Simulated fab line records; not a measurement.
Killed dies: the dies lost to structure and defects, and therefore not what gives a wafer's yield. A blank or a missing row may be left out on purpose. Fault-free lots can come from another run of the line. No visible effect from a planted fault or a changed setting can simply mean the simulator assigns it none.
Problem report, 8D (eight disciplines) form, completed by code    flow gf180mcu    the parts of the form that need people (team, actions taken, sign-off) are left out

== 1. WHAT WENT WRONG ==
Wafers without a fault read 1199 W, standard deviation 3.3; biasW at GF_V1_ETCH_17 reads a mean of 1322 W on 6 wafers belonging to 2 lots. That puts it +37 standard deviations away from the usual mean.
The step: etches SiO2 in C4F8/O2/Ar, stops on TiN, target depth 630 nm.
First observed at day 22 13:00: wafer L362.1, on rieDiel-02. Wafers with a number at this step in the record: 18, from 6 lots. The rule behind "out" and "out of limits": a value lying over 4 standard deviations away from the usual mean. The rest of the wafers with a number are treated as sound.

== 2. WHAT IT IS; WHAT IT IS NOT ==
question                     is                      is not
which readings at this step  biasW                   oesProductAu
which lots                   L362, L364              L352, L355, L372, L373
which wafers of those lots   all that have a number  -
read on which tools          rieDiel-02              rieDiel-01, rieDiel-03
when                         from day 22 13:00       up to then (6 sound wafers); but 6 sound wafers of L372, L373 came after

== 3. THE SUSPECTS, EACH WITH WHAT RULES IT OUT ==
Counting: a tool stays on the suspect list if, at a process step up to the reading, it processed all lots that are out and no sound lot following the first of them.
- rieDiel-02 at GF_V1_ETCH_16 (etches BARC in N2/H2): kept. It ran every lot that is out, first L362 (day 22 13:55), and no sound lot after that.
- rieDiel-02 at GF_V1_ETCH_17 (etches SiO2 in C4F8/O2/Ar, stops on TiN, target depth 630 nm): kept. It ran every lot that is out, first L362 (day 22 13:00), and no sound lot after that. Its own biasW readings are out on those wafers.
Left after counting: rieDiel-02 at GF_V1_ETCH_16, rieDiel-02 at GF_V1_ETCH_17.

== 4. THE CAUSE (what the simulator had put in) ==
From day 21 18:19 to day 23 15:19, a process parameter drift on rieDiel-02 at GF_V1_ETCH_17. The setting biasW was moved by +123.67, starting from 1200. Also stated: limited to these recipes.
2 suspects survive the count, and this tool is in that group.

== 5. THE EFFECT CHAIN, in route order ==
Rows list readings where the struck wafers' mean (over those with a number) sits beyond 3 standard deviations from the usual. Scope: only readings with a usual standard deviation given in the record; hours: median across lots of the time from each lot's start at the first step in this table that gives one to its start at this step; sigmas: change in usual standard deviations.
hours  step           reading  usual   on struck wafers  change  sigmas
0      GF_V1_ETCH_17  biasW    1199 W  1322              +123    +37
Its process steps:
- GF_V1_ETCH_17: etches SiO2 in C4F8/O2/Ar, stops on TiN, target depth 630 nm.

== 6. WHAT WOULD HAVE CAUGHT IT SOONER ==
19 hours passed between the start of the fault at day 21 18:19 and the first reading out of limits in this record, taken at day 22 13:00.
